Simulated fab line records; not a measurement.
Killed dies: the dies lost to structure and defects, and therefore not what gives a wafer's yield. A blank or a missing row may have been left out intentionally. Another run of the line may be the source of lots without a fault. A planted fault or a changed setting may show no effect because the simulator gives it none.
Chamber matching + flow sky130 + 4 sister chambers for SKY_LI_CONTACT_CMP_02 on cmp-01
The step polishes PSG. 14 wafers are shown with their chamber, then 6 later ones without.

EACH WAFER AND ITS CHAMBER
| wafer  | chamber | motor current A (A) | time to endpoint s (s) | platen rpm (rpm) |
|--------|---------|---------------------|------------------------|------------------|
| L270.2 | 3       | 13.9                | 30                     | 59.96            |
| L270.3 | 0       | 10.3                | 24                     | 59.97            |
| L270.6 | 2       | 12.9                | 31                     | 60.00            |
| L274.1 | 1       | 11.5                | 29                     | 60.02            |
| L274.4 | 3       | 14.4                | 24                     | 60.00            |
| L274.6 | 0       | 10.4                | 25                     | 60.05            |
| L277.1 | 0       | 10.6                | 25                     | 60.04            |
| L277.3 | 2       | 12.3                | 30                     | 59.97            |
| L277.5 | 3       | 14.2                | 29                     | 60.03            |
| L279.1 | 0       | 10.5                | 24                     | 60.03            |
| L279.5 | 1       | 11.8                | 30                     | 59.93            |
| L279.6 | 2       | 12.6                | 32                     | 60.01            |
| L278.4 | 3       | 13.7                | 27                     | 60.00            |
| L278.5 | 2       | 11.8                | 29                     | 60.08            |

SIGNATURES (means of the wafers above)
| reading            | chamber 0 | chamber 1 | chamber 2 | chamber 3 | scatter within a chamber |
|--------------------|-----------|-----------|-----------|-----------|--------------------------|
| motor current A    | 10.450    | 11.650    | 12.400    | 14.050    | 0.323                    |
| time to endpoint s | 24.50     | 29.50     | 30.50     | 27.50     | 1.66                     |
| platen rpm         | 60.0225   | 59.9750   | 60.0150   | 59.9975   | 0.0411                   |
Rule: for a wafer and a chamber, the distance is found by dividing, reading by reading, the gap between the wafer's reading and the chamber's mean by the reading's scatter, squaring, summing and taking the root. The wafer belongs to the nearest chamber; if the next one is less than 2 further off, it can't be placed. The scatter: the root of (the sum of the squares of (reading less its chamber's mean) over the shown wafers, divided by (wafers less chambers)).

WAFERS MISSING THEIR CHAMBER
| wafer  | motor current A (A) | time to endpoint s (s) | platen rpm (rpm) |
|--------|---------------------|------------------------|------------------|
| L281.1 | 10.3                | 24                     | 59.92            |
| L281.3 | 11.9                | 28                     | 60.05            |
| L281.5 | 14.2                | 23                     | 60.01            |
| L293.1 | 10.7                | 29                     | 60.01            |
| L293.4 | 14.1                | 31                     | 59.93            |
| L293.6 | 11.2                | 27                     | 59.95            |

CHAMBER TAKEN BY EACH
| wafer  | from the rows above     | in truth |
|--------|-------------------------|----------|
| L281.1 | 0                       | 0        |
| L281.3 | can't be placed: 1 or 2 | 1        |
| L281.5 | 3                       | 3        |
| L293.1 | can't be placed: 0 or 1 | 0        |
| L293.4 | 3                       | 3        |
| L293.6 | can't be placed: 1 or 0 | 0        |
Correct placement for 3 of the 6. Can't be placed from these rows: 3 (the true chamber is among the candidates in 3). Wrongly placed: 0.
